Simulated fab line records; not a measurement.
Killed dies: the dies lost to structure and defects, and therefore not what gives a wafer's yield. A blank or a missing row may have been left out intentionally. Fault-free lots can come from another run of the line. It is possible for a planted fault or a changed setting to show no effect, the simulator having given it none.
A struck lot beside a sound one + flow gf180mcu + 15 out of 602 route steps
Sound: wafers L736.2, L736.4, L736.5. Struck: wafer L745.2 (L745.1, L745.3, from the same lot, were not struck and are left out); the cause is given at the end.
Per side, at each step with rows, come the tool, then ch with its chambers, and then its first start. Under that, the readings that differ: sound wafers + struck wafers + difference of the means + sigmas: that difference in standard deviations of wafers without a fault.
alike: readings whose means differ by less than 2 such deviations, and words and numbers that are the same on both sides. not compared: withheld readings, readings that some wafer has no value for, bounds like >300 that may hide the same value, and numbers for which the record gives no deviation and whose values overlap.
A row with sigmas, a row that says differs or no value, or rows on one side alone: a step with any of these is where the two part. Numbers that don't overlap but have no deviation are shown without sigmas and don't part them. A reading that every wafer of one side lacks parts them only if that side has two wafers or more.

GF_V5_STRIP_18: strips in O2/N2.
  sound on plasma_asher-03 ch 0,1, day 28 21:13; struck on plasma_asher-01 ch 0, day 31 12:14
  alike: drypump_motor_current_A, heater_power_w, oes_product_au
  not compared: rf_hours_counter_h
then, 2 steps without rows for these wafers: GF_V5_STRIP_19 (strips in post etch residue remover, time 1200 s); GF_V5_CLEAN_20 (cleans in DIW).
GF_V5_SPUTTER_21: material Ti, target thk 15 nm, time 80.02 s.
  sound: pvd_sputter-01 at day 28 21:46; struck: pvd_sputter-02 at day 31 12:46
  alike: cathode_dc_power_W, throttle_valve_pct
GF_V5_SPUTTER_22: material TiN, target thk 10 nm, time 40 s.
  sound: pvd_sputter-01 at day 28 21:49; struck: pvd_sputter-02 at day 31 12:50
  alike: cathode_dc_power_W, throttle_valve_pct
then, 1 step without rows for these wafers: GF_V5_CVD_23 (deposits W, target thk 350 nm, time 104.9 s).
GF_V5_RS_MEAS_24: the measuring method here is four-point-probe.
  sound: film_metro-02 at day 28 21:59; struck: film_metro-02 at day 31 12:59
  alike: V5_W_RS
GF_V5_THK_MEAS_25: measures by xrf.
  sound: film_metro-02 at day 28 22:06; struck: film_metro-02 at day 31 13:06
  alike: V5_W_THK
then, 2 steps without rows for these wafers: GF_V5_CMP_26 (polishes, stops on SiO2, t overpolish 15 s, target thk 0 nm); GF_TOP_METAL_SPUTTER_00 (material Ti, target thk 37.5 nm, time 150 s).
GF_TOP_METAL_SPUTTER_01: material TiN, target thk 30 nm, time 25 s.
  sound: pvd_sputter-02 at day 28 22:33; struck: pvd_sputter-03 at day 31 13:34
  alike: cathode_dc_power_W, throttle_valve_pct
then, 1 step without rows for these wafers: GF_TOP_METAL_SPUTTER_02 (material AlCu, target thk 900 nm, time 47.82 s).
GF_TOP_METAL_SPUTTER_03: material Ti, target thk 5 nm, time 3.3 s.
  sound: pvd_sputter-02 at day 28 22:37; struck: pvd_sputter-03 at day 31 13:38
| reading                                      | sound             | struck | difference | sigmas |
|----------------------------------------------|-------------------|--------|------------|--------|
| model.Ti_of_TOP_METAL_SPUTTER_03.thk_nm (nm) | 4.984 4.895 5.078 | 7.902  | +2.916     |        |
  alike: cathode_dc_power_W, throttle_valve_pct
GF_TOP_METAL_SPUTTER_04: material TiN, target thk 25 nm, time 20.8 s.
  sound: pvd_sputter-02 at day 28 22:38; struck: pvd_sputter-03 at day 31 13:39
  alike: cathode_dc_power_W, throttle_valve_pct
GF_PASSIVATION_PROBE_99:
  rows exist in the record for the struck wafers here (prober-01, day 33 02:32), but not for the sound ones

## WHERE THEY PART
Only at GF_PASSIVATION_PROBE_99, as far as this record shows.

WHY: what the simulator had put in
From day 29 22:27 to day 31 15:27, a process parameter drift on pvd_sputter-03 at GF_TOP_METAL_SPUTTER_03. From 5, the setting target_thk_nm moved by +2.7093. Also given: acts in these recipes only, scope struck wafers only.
